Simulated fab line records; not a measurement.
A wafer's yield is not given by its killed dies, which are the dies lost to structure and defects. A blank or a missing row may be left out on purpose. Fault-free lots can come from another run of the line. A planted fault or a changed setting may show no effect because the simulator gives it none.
Which tool did it? / flow gf180mcu / 6 lots, 18 wafers sampled, at 3 steps of a route of 602

WHAT EACH GAUGE READ, for each wafer
GF_PSD_RS_MEAS_14: a four-point-probe measurement.
lot=L796; measured=day 15 17:38; on=film metro-01; NSD_RS (ohm/sq)=46.11 46.25 46.12
lot=L799; measured=day 16 19:35; on=film metro-01; NSD_RS (ohm/sq)=48.56 48.64 48.62 48.54 48.56 48.52
lot=L801; measured=day 17 13:50; on=film metro-02; NSD_RS (ohm/sq)=48.56 48.49 48.63 48.62 48.53 48.59
lot=L808; measured=day 20 00:38; on=film metro-01; NSD_RS (ohm/sq)=45.97 45.90 46.07
lot=L812; measured=day 21 12:46; on=film metro-02; NSD_RS (ohm/sq)=46.07 46.05 46.18
lot=L815; measured=day 22 07:28; on=film metro-04; NSD_RS (ohm/sq)=45.92 46.09 46.04

WHICH TOOL RAN EACH LOT (tool, then ch and the chambers of the sampled wafers, then the start)
lot=L796; GF_HV_LDD_STRIP_10=plasma asher-04 ch 0,1, day 11 06:46; GF_PSD_RTA_13=rtp anneal-01 ch 0, day 15 17:33
lot=L799; GF_HV_LDD_STRIP_10=plasma asher-03 ch 0,1, day 12 05:51; GF_PSD_RTA_13=rtp anneal-01 ch 0, day 16 19:30
lot=L801; GF_HV_LDD_STRIP_10=plasma asher-01 ch 0,1, day 12 20:01; GF_PSD_RTA_13=rtp anneal-01 ch 0, day 17 13:44
lot=L808; GF_HV_LDD_STRIP_10=plasma asher-01 ch 0,1, day 14 23:48; GF_PSD_RTA_13=rtp anneal-02 ch 0, day 20 00:33
lot=L812; GF_HV_LDD_STRIP_10=plasma asher-04 ch 0,1, day 16 09:10; GF_PSD_RTA_13=rtp anneal-01 ch 0, day 21 12:40
lot=L815; GF_HV_LDD_STRIP_10=plasma asher-03 ch 0,1, day 17 02:50; GF_PSD_RTA_13=rtp anneal-02 ch 0, day 22 07:23
- GF_HV_LDD_STRIP_10: strips in O2/N2.
- GF_PSD_RTA_13: time 20 s.

THE ANSWER, worked out from the rows above alone
Rule: what is usual is taken from the lots themselves. The widest of any qualifying gaps counts: lots, ordered by their means at a reading, are off when they make up no more than a third of the lots, leave a main group of 4 or more, and stand apart from it by 3 or more times the standard deviation of that group's means. Not used: any main group whose means are identical at the precision the tables above print for the reading. A lot without any number at a reading at which 4 lots or more have one is off too. Any other lot the step has rows for is counted as sound.
Off: L799, L801, at GF_PSD_RS_MEAS_14 (NSD_RS). For the main group the mean is 46.06 ohm/sq and the standard deviation 0.07.
If a tool, at a process step before that reading, ran all the lots that are off and no sound lot after the first of them, it fits. Gauges at GF_PSD_RS_MEAS_14: tried the same way as those tools. Of those tried, none fits.

WHAT THE SIMULATOR HAD INSERTED
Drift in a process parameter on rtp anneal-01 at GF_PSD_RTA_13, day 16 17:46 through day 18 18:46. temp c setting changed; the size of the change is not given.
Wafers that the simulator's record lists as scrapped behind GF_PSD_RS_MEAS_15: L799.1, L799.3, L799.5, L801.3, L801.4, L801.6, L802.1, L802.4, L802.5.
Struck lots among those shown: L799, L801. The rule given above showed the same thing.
